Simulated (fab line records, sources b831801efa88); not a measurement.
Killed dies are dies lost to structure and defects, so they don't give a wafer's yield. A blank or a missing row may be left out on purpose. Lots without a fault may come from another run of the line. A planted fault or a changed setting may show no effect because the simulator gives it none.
A struck lot beside a sound one | flow sky130 | 17 steps out of a route of 708
Sound: wafers L249.3, L249.4, L249.5. Struck: wafers L247.1, L247.2, L247.6. The cause comes at the end.
At each step with rows: each side's tool, then ch and its chambers, then its first start. Under that, the readings that differ: sound wafers | struck wafers | difference of the means | sigmas: that difference in standard deviations of wafers without a fault.
alike: readings whose means differ by less than 2 such deviations, and words and numbers that are the same on both sides. not compared: withheld readings, readings that some wafer has no value for, bounds like >300 that may hide the same value, and numbers for which the record gives no deviation and whose values overlap.
The two part at a step that has a row with sigmas, a row that says differs or no value, or rows on one side only. Numbers that don't overlap but have no deviation are shown without sigmas and don't part them. A reading that every wafer of one side lacks parts them only if that side has two wafers or more.

SKY_VIA2_CMP_02: polishes SiO2.
  sound on cmp-01 ch 1,2,3, day 40 10:34; struck on cmp-02 ch 0,2,3, day 39 21:47
  alike: motor_current_A, retaining_ring_pressure_frac
SKY_VIA2_BOW_MEAS_03:
  sound on film_metro-02, day 40 10:51; struck on film_metro-02, day 39 22:05
  alike: VIA2_BOW
then, 8 steps without rows for these wafers: SKY_VIA2_DEHYDRATE_04 (time 60 s); SKY_VIA2_HMDS_05 (prime time 60 s); SKY_VIA2_COAT_06 (resist thk 60 nm); SKY_VIA2_COAT_07 (resist thk 450 nm); SKY_VIA2_SOFTBAKE_08 (time 90 s); SKY_VIA2_EXPOSE_09 (exposes mask VIM2, target cd 200 nm); SKY_VIA2_PEB_10; SKY_VIA2_DEVELOP_11 (develop time 60 s).
SKY_VIA2_CD_MEAS_12: target cd 200 nm.
  sound on cd_sem-02, day 41 11:15; struck on cd_sem-01, day 40 22:43
  alike: cd_nm
SKY_VIA2_OVL_MEAS_13:
  sound on overlay-02, day 41 11:20; struck on overlay-02, day 40 22:50
  alike: VIA2_OVL
SKY_VIA2_ETCH_14: etches BARC in N2/H2, stops on SiO2, time 45.9 s, target depth 60 nm.
  sound on rie_diel-04 ch 1,2,3, day 41 11:22; struck on rie_diel-02 ch 0,1, day 40 22:52
  reading                                     | sound             | struck            | difference | sigmas
  oes_product_au (a.u.)                       | 0.856 0.852 0.854 | 1.004 0.994 1.001 | +0.146     | +29
  run_length_s (s)                            | 74.5 74.0 74.1    | 65.8 66.5 66.5    | -7.9       | -16
  model.KrF-thick_of_VIA2_COAT_07.thk_nm (nm) | 392.9 393.1 393.3 | 402.1 402.3 403.1 | +9.4       |
  alike: drypump_motor_current_A, throttle_valve_pct
  not compared: rf_hours_counter_h
SKY_VIA2_ETCH_15: etches SiO2 in C4F8/O2/Ar, stops on TiN, target depth 546 nm, time 84 s.
  sound on rie_diel-04 ch 1,2,3, day 41 11:25; struck on rie_diel-02 ch 0,1, day 40 22:55
  reading                                     | sound             | struck            | difference | sigmas
  model.KrF-thick_of_VIA2_COAT_07.thk_nm (nm) | 283.4 285.7 283.9 | 292.2 292.9 293.7 | +8.6       |
  alike: oes_product_au, run_length_s
  not compared: rf_hours_counter_h
SKY_VIA2_STRIP_16: strips in O2/N2.
  sound on plasma_asher-01 ch 0,1, day 41 11:30; struck on plasma_asher-03 ch 0,1, day 40 22:59
  reading                      | sound             | struck            | difference | sigmas
  strip_time_to_endpoint_s (s) | 4.039 4.065 4.064 | 4.133 4.136 4.168 | +0.090     | +4
  alike: drypump_motor_current_A, oes_product_au
  not compared: rf_hours_counter_h
then, 1 step without rows for these wafers: SKY_VIA2_STRIP_17 (strips in post etch residue remover, time 1200 s).
-- the record jumps here: 8 days lie between the struck wafers' starts before and after (it left off in module VIA2 and takes up again in module PAD_OPEN, whose first step shown is number 708 of the route) --
SKY_PAD_OPEN_PROBE_99:
  sound on prober-01, day 49 22:11; struck on prober-01, day 49 10:57
  reading                       | sound             | struck            | difference | sigmas
  model.etest.via2_chain.rc_ohm | 10.18 10.02 9.491 | 10.23 10.77 10.43 | +0.58      |

WHERE THEY PART
First at SKY_VIA2_ETCH_14; last, within this record, at SKY_VIA2_STRIP_16.

WHY: what the simulator had put in
Process parameter drift: rie_diel-02, from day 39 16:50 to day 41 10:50, at SKY_VIA2_ETCH_14. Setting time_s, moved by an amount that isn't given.
